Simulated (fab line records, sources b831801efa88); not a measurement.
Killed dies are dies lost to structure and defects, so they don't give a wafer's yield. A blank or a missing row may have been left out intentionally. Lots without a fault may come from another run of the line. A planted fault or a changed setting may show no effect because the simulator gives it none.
Which tool did it? / flow sky130 / 13 lots, 39 wafers sampled, at 5 steps of a route of 708

== WHAT THE GAUGES SHOWED, per wafer ==
The record lacks any reading of a measuring or inspecting step that a usual standard deviation could be used to judge.

== WHAT TOOL EACH LOT RAN ON (gives the tool, then ch and the chambers of the sampled wafers, and finally the start) ==
lot=L442; SKY_CAPM_METAL_ETCH_13=rie-metal-02 ch 0,1, day 38 07:13; SKY_VIA3_ETCH_14=rie-diel-02 ch 1,2, day 40 11:56; SKY_VIA4_HDPCVD_00=hdpcvd-01 ch 0,2, day 42 15:23; SKY_METAL5_DESCUM_14=rie-metal-03 ch 0,1, day 44 15:01; SKY_PAD_OPEN_PROBE_99=-
lot=L444; SKY_CAPM_METAL_ETCH_13=rie-metal-02 ch 0,1, day 38 15:17; SKY_VIA3_ETCH_14=rie-diel-01 ch 2,3, day 40 20:43; SKY_VIA4_HDPCVD_00=hdpcvd-02 ch 0,1,2, day 42 23:59; SKY_METAL5_DESCUM_14=rie-metal-03 ch 0,1, day 44 23:41; SKY_PAD_OPEN_PROBE_99=-
lot=L445; SKY_CAPM_METAL_ETCH_13=rie-metal-03 ch 0, day 38 22:24; SKY_VIA3_ETCH_14=rie-diel-02 ch 0,1,2, day 41 03:40; SKY_VIA4_HDPCVD_00=hdpcvd-02 ch 1,2, day 43 06:02; SKY_METAL5_DESCUM_14=rie-metal-03 ch 0,1, day 45 04:52; SKY_PAD_OPEN_PROBE_99=-
lot=L447; SKY_CAPM_METAL_ETCH_13=rie-metal-02 ch 0,1, day 39 10:24; SKY_VIA3_ETCH_14=rie-diel-02 ch 1,2,3, day 41 14:20; SKY_VIA4_HDPCVD_00=hdpcvd-01 ch 0,1, day 43 16:38; SKY_METAL5_DESCUM_14=rie-metal-03 ch 0,1, day 45 14:52; SKY_PAD_OPEN_PROBE_99=-
lot=L448; SKY_CAPM_METAL_ETCH_13=rie-metal-02 ch 0,1, day 39 22:41; SKY_VIA3_ETCH_14=rie-diel-02 ch 0,1,2, day 42 01:47; SKY_VIA4_HDPCVD_00=hdpcvd-02 ch 0,1, day 44 02:37; SKY_METAL5_DESCUM_14=rie-metal-01 ch 0,1, day 46 00:13; SKY_PAD_OPEN_PROBE_99=-
lot=L449; SKY_CAPM_METAL_ETCH_13=rie-metal-02 ch 0, day 40 09:42; SKY_VIA3_ETCH_14=rie-diel-02 ch 0,1, day 42 12:04; SKY_VIA4_HDPCVD_00=hdpcvd-01 ch 0,2, day 44 12:04; SKY_METAL5_DESCUM_14=rie-metal-02 ch 0,1, day 46 08:25; SKY_PAD_OPEN_PROBE_99=-
lot=L451; SKY_CAPM_METAL_ETCH_13=rie-metal-02 ch 0, day 40 19:30; SKY_VIA3_ETCH_14=rie-diel-04 ch 0,1,3, day 42 22:35; SKY_VIA4_HDPCVD_00=hdpcvd-02 ch 1,2, day 44 23:44; SKY_METAL5_DESCUM_14=rie-metal-03 ch 0,1, day 46 20:37; SKY_PAD_OPEN_PROBE_99=prober-01, day 48 15:52
lot=L452; SKY_CAPM_METAL_ETCH_13=rie-metal-03 ch 0,1, day 41 03:27; SKY_VIA3_ETCH_14=rie-diel-02 ch 2,3, day 43 04:34; SKY_VIA4_HDPCVD_00=hdpcvd-02 ch 0,1,2, day 45 04:25; SKY_METAL5_DESCUM_14=rie-metal-01 ch 0,1, day 47 00:10; SKY_PAD_OPEN_PROBE_99=-
lot=L453; SKY_CAPM_METAL_ETCH_13=rie-metal-02 ch 0,1, day 41 10:06; SKY_VIA3_ETCH_14=rie-diel-01 ch 2,3, day 43 10:28; SKY_VIA4_HDPCVD_00=hdpcvd-02 ch 0,1,2, day 45 10:07; SKY_METAL5_DESCUM_14=rie-metal-02 ch 0,1, day 47 05:13; SKY_PAD_OPEN_PROBE_99=-
lot=L455; SKY_CAPM_METAL_ETCH_13=rie-metal-01 ch 0,1, day 41 22:57; SKY_VIA3_ETCH_14=rie-diel-01 ch 0,1, day 44 00:11; SKY_VIA4_HDPCVD_00=hdpcvd-01 ch 0,1,2, day 45 23:59; SKY_METAL5_DESCUM_14=rie-metal-03 ch 0,1, day 47 18:55; SKY_PAD_OPEN_PROBE_99=-
lot=L460; SKY_CAPM_METAL_ETCH_13=rie-metal-03 ch 0,1, day 43 01:12; SKY_VIA3_ETCH_14=rie-diel-04 ch 0,1,3, day 45 01:23; SKY_VIA4_HDPCVD_00=hdpcvd-02 ch 1,2, day 46 22:56; SKY_METAL5_DESCUM_14=rie-metal-01 ch 0,1, day 48 15:52; SKY_PAD_OPEN_PROBE_99=prober-02, day 50 07:24
lot=L461; SKY_CAPM_METAL_ETCH_13=rie-metal-02 ch 0,1, day 43 08:45; SKY_VIA3_ETCH_14=rie-diel-04 ch 0,1,2, day 45 07:55; SKY_VIA4_HDPCVD_00=hdpcvd-02 ch 0,1,2, day 47 04:37; SKY_METAL5_DESCUM_14=rie-metal-02 ch 0,1, day 48 21:16; SKY_PAD_OPEN_PROBE_99=prober-01, day 50 11:14
lot=L464; SKY_CAPM_METAL_ETCH_13=rie-metal-03 ch 0,1, day 44 03:29; SKY_VIA3_ETCH_14=rie-diel-04 ch 0,1,2, day 46 01:19; SKY_VIA4_HDPCVD_00=hdpcvd-01 ch 0,1,2, day 47 21:44; SKY_METAL5_DESCUM_14=rie-metal-01 ch 0,1, day 49 12:16; SKY_PAD_OPEN_PROBE_99=-
- SKY_CAPM_METAL_ETCH_13: etches TiN in Cl2/BCl3, stops on SiO2, target depth 220 nm, time 62.9 s.
- SKY_VIA3_ETCH_14: etches BARC in N2/H2, stops on SiO2, time 45.9 s, target depth 60 nm.
- SKY_VIA4_HDPCVD_00: deposits SiO2, target thk 1750 nm, time 291.7 s.
- SKY_METAL5_DESCUM_14: chemistry O2, time 11 s.
- SKY_PAD_OPEN_PROBE_99

== WHAT THE TOOLS THEMSELVES READ (means of the sampled wafers that have a number; where no wafer has one, the mark that the record gives instead) ==
SKY_CAPM_METAL_ETCH_13. Usual: drypump-motor-current-A 5.6 A, standard deviation 0.48; oes-product-au 0.942 a.u., standard deviation 0.0077; throttle-valve-pct 21.903 %, standard deviation 0.01.
lot=L442; tool=rie-metal-02; drypump-motor-current-A (A)=6.0; oes-product-au (a.u.)=0.933; throttle-valve-pct (%)=21.914; flag=
lot=L444; tool=rie-metal-02; drypump-motor-current-A (A)=6.0; oes-product-au (a.u.)=0.937; throttle-valve-pct (%)=21.903; flag=
lot=L445; tool=rie-metal-03; drypump-motor-current-A (A)=5.2; oes-product-au (a.u.)=0.936; throttle-valve-pct (%)=21.912; flag=
lot=L447; tool=rie-metal-02; drypump-motor-current-A (A)=6.0; oes-product-au (a.u.)=0.943; throttle-valve-pct (%)=21.903; flag=
lot=L448; tool=rie-metal-02; drypump-motor-current-A (A)=6.0; oes-product-au (a.u.)=0.947; throttle-valve-pct (%)=21.903; flag=
lot=L449; tool=rie-metal-02; drypump-motor-current-A (A)=6.3; oes-product-au (a.u.)=0.937; throttle-valve-pct (%)=21.920; flag=
lot=L451; tool=rie-metal-02; drypump-motor-current-A (A)=6.3; oes-product-au (a.u.)=0.935; throttle-valve-pct (%)=21.905; flag=
lot=L452; tool=rie-metal-03; drypump-motor-current-A (A)=5.7; oes-product-au (a.u.)=0.948; throttle-valve-pct (%)=21.895; flag=
lot=L453; tool=rie-metal-02; drypump-motor-current-A (A)=6.0; oes-product-au (a.u.)=0.949; throttle-valve-pct (%)=21.899; flag=
lot=L455; tool=rie-metal-01; drypump-motor-current-A (A)=5.3; oes-product-au (a.u.)=0.942; throttle-valve-pct (%)=21.904; flag=
lot=L460; tool=rie-metal-03; drypump-motor-current-A (A)=5.4; oes-product-au (a.u.)=0.935; throttle-valve-pct (%)=21.901; flag=
lot=L461; tool=rie-metal-02; drypump-motor-current-A (A)=5.7; oes-product-au (a.u.)=0.939; throttle-valve-pct (%)=21.903; flag=
lot=L464; tool=rie-metal-03; drypump-motor-current-A (A)=5.7; oes-product-au (a.u.)=0.944; throttle-valve-pct (%)=21.902; flag=

SKY_VIA3_ETCH_14. Usual: drypump-motor-current-A 5.8 A, standard deviation 0.4; oes-product-au 0.854 a.u., standard deviation 0.0042; throttle-valve-pct 13.225 %, standard deviation 0.0083.
lot=L442; tool=rie-diel-02; drypump-motor-current-A (A)=6.4; oes-product-au (a.u.)=0.850; throttle-valve-pct (%)=13.223; flag=
lot=L444; tool=rie-diel-01; drypump-motor-current-A (A)=5.7; oes-product-au (a.u.)=0.852; throttle-valve-pct (%)=13.231; flag=
lot=L445; tool=rie-diel-02; drypump-motor-current-A (A)=6.0; oes-product-au (a.u.)=0.857; throttle-valve-pct (%)=13.218; flag=
lot=L447; tool=rie-diel-02; drypump-motor-current-A (A)=6.1; oes-product-au (a.u.)=0.858; throttle-valve-pct (%)=13.222; flag=
lot=L448; tool=rie-diel-02; drypump-motor-current-A (A)=6.0; oes-product-au (a.u.)=0.855; throttle-valve-pct (%)=13.223; flag=
lot=L449; tool=rie-diel-02; drypump-motor-current-A (A)=5.5; oes-product-au (a.u.)=0.860; throttle-valve-pct (%)=13.225; flag=
lot=L451; tool=rie-diel-04; drypump-motor-current-A (A)=5.9; oes-product-au (a.u.)=0.853; throttle-valve-pct (%)=13.228; flag=
lot=L452; tool=rie-diel-02; drypump-motor-current-A (A)=5.8; oes-product-au (a.u.)=0.856; throttle-valve-pct (%)=13.230; flag=
lot=L453; tool=rie-diel-01; drypump-motor-current-A (A)=5.7; oes-product-au (a.u.)=0.854; throttle-valve-pct (%)=13.227; flag=
lot=L455; tool=rie-diel-01; drypump-motor-current-A (A)=5.8; oes-product-au (a.u.)=0.855; throttle-valve-pct (%)=13.216; flag=
lot=L460; tool=rie-diel-04; drypump-motor-current-A (A)=5.9; oes-product-au (a.u.)=0.851; throttle-valve-pct (%)=13.223; flag=
lot=L461; tool=rie-diel-04; drypump-motor-current-A (A)=5.9; oes-product-au (a.u.)=0.851; throttle-valve-pct (%)=13.222; flag=
lot=L464; tool=rie-diel-04; drypump-motor-current-A (A)=5.8; oes-product-au (a.u.)=0.858; throttle-valve-pct (%)=13.225; flag=

SKY_METAL5_DESCUM_14. Usual: drypump-motor-current-A 5.5 A, standard deviation 0.41; oes-product-au 0.997 a.u., standard deviation 0.01.
lot=L442; tool=rie-metal-03; drypump-motor-current-A (A)=5.7; oes-product-au (a.u.)=0.988; flag=
lot=L444; tool=rie-metal-03; drypump-motor-current-A (A)=5.7; oes-product-au (a.u.)=0.995; flag=
lot=L445; tool=rie-metal-03; drypump-motor-current-A (A)=5.4; oes-product-au (a.u.)=0.986; flag=
lot=L447; tool=rie-metal-03; drypump-motor-current-A (A)=5.4; oes-product-au (a.u.)=0.990; flag=
lot=L448; tool=rie-metal-01; drypump-motor-current-A (A)=5.3; oes-product-au (a.u.)=1.009; flag=
lot=L449; tool=rie-metal-02; drypump-motor-current-A (A)=5.7; oes-product-au (a.u.)=1.006; flag=
lot=L451; tool=rie-metal-03; drypump-motor-current-A (A)=5.4; oes-product-au (a.u.)=0.994; flag=
lot=L452; tool=rie-metal-01; drypump-motor-current-A (A)=5.4; oes-product-au (a.u.)=1.014; flag=
lot=L453; tool=rie-metal-02; drypump-motor-current-A (A)=6.0; oes-product-au (a.u.)=1.005; flag=
lot=L455; tool=rie-metal-03; drypump-motor-current-A (A)=5.7; oes-product-au (a.u.)=0.991; flag=
lot=L460; tool=rie-metal-01; drypump-motor-current-A (A)=5.4; oes-product-au (a.u.)=1.007; flag=
lot=L461; tool=rie-metal-02; drypump-motor-current-A (A)=5.6; oes-product-au (a.u.)=1.006; flag=
lot=L464; tool=rie-metal-01; drypump-motor-current-A (A)=5.4; oes-product-au (a.u.)=0.995; flag=

SKY_PAD_OPEN_PROBE_99. Usual: defect-limited-yield 82.5 %, standard deviation 1.9; killed_at_M0_to_M3 42, standard deviation 7.2; killed_at_M4_up 3.5, standard deviation 1.8; killed-at-contacts 25, standard deviation 5.7; killed-at-front-end 16, standard deviation 4.6; killed-at-other 0.2, standard deviation 0.41; killed-dies 86, standard deviation 9.3; killed-open 47, standard deviation 6.3; killed-short 39, standard deviation 5.9.
lot=L451; tool=prober-01; defect-limited-yield (%)=83.2; killed_at_M0_to_M3=39; killed_at_M4_up=5.0; killed-at-contacts=25; killed-at-front-end=13; killed-at-other=0.0; killed-dies=82; killed-open=46; killed-short=37; flag=
lot=L460; tool=prober-02; defect-limited-yield (%)=77.3; killed_at_M0_to_M3=43; killed_at_M4_up=32.0; killed-at-contacts=20; killed-at-front-end=17; killed-at-other=0.0; killed-dies=112; killed-open=46; killed-short=37; flag=OFF
lot=L461; tool=prober-01; defect-limited-yield (%)=80.2; killed_at_M0_to_M3=41; killed_at_M4_up=18.3; killed-at-contacts=23; killed-at-front-end=14; killed-at-other=0.0; killed-dies=97; killed-open=44; killed-short=37; flag=OFF

== THE ANSWER, worked out from the rows above alone ==
Rule: take the mean of a lot's wafers that have a number; if it is more than 3 standard deviations from the usual mean, the lot is off. Also off: a lot with no number at a reading for which 4 or more lots have one. Where the step has rows for the other lots, those lots are counted as sound. The gauges are gone through in route order, then the tools' own readings, and for those a lot's mean is taken as printed above. The first step at which some lot is off is used, and at that step the reading that is off furthest; a lot without a number counts as furthest.
Off: L460, L461, at SKY_PAD_OPEN_PROBE_99 (killed_at_M4_up). Neither off nor sound, because the step has no rows for them: L442, L444, L445, L447, L448, L449, L452, L453, L455, L464.
If a tool, at that step or one of the process steps before it, ran each lot that is off and ran no sound lot following the first of them, it fits. This does not decide it: 2 tools fit, namely rie-diel-04 at SKY_VIA3_ETCH_14 and hdpcvd-02 at SKY_VIA4_HDPCVD_00.

== WHAT THE SIMULATOR HAD INSERTED ==
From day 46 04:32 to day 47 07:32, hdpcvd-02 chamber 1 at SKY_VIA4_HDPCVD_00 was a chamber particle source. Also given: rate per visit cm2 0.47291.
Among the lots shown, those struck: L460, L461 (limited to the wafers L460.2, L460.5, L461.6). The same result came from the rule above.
